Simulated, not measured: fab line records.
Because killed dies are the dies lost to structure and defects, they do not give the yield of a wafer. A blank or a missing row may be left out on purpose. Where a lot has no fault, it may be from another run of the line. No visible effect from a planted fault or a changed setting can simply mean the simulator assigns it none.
Which tool did it? ; flow gf180mcu ; route of 602 steps, sampled at 1 step: 12 lots, 36 wafers

== WHAT THE GAUGES READ, wafer by wafer ==
GF_VT_IMPLANT_TW_MEAS_10.
lot;measured;on;VT_IMPLANT_TW
L075;day 5 18:40;film metro-03;551 551 552
L077;day 6 11:17;film metro-03;551 553 551
L079;day 6 19:38;film metro-03;550 552 552
L081;day 7 07:37;film metro-03;551 553 550
L083;day 7 20:53;film metro-02;565 561 564
L085;day 8 05:43;film metro-01;559 559 558
L087;day 8 23:36;film metro-02;565 565 563
L089;day 9 12:57;film metro-01;561 562 560
L091;day 10 02:22;film metro-03;553 550 550
L093;day 10 13:02;film metro-03;553 551 551
L095;day 11 01:54;film metro-01;565 564 564
L097;day 11 11:05;film metro-03;552 548 548

== WHICH TOOL RAN EACH LOT (tool, then ch and the chambers of the sampled wafers, then the start) ==
The record holds no process step before these readings.

== THE ANSWER, worked out from the rows above alone ==
Rule: the usual values come from the lots themselves. Put in order of their means at a reading, lots are off if they are a third of the lots or fewer, leave a main group of 4 or more, and stand apart from it by a gap of 3 or more times the standard deviation of the main group's means; of several such gaps the widest counts. If all means in a main group match to the digits the tables above print for the reading, that group is not used. A lot without any number at a reading at which 4 lots or more have one is off too. The other lots that the step has rows for count as sound.
Nothing can be told from this: no lot is off at any reading shown.

== WHAT THE SIMULATOR HAD INSERTED ==
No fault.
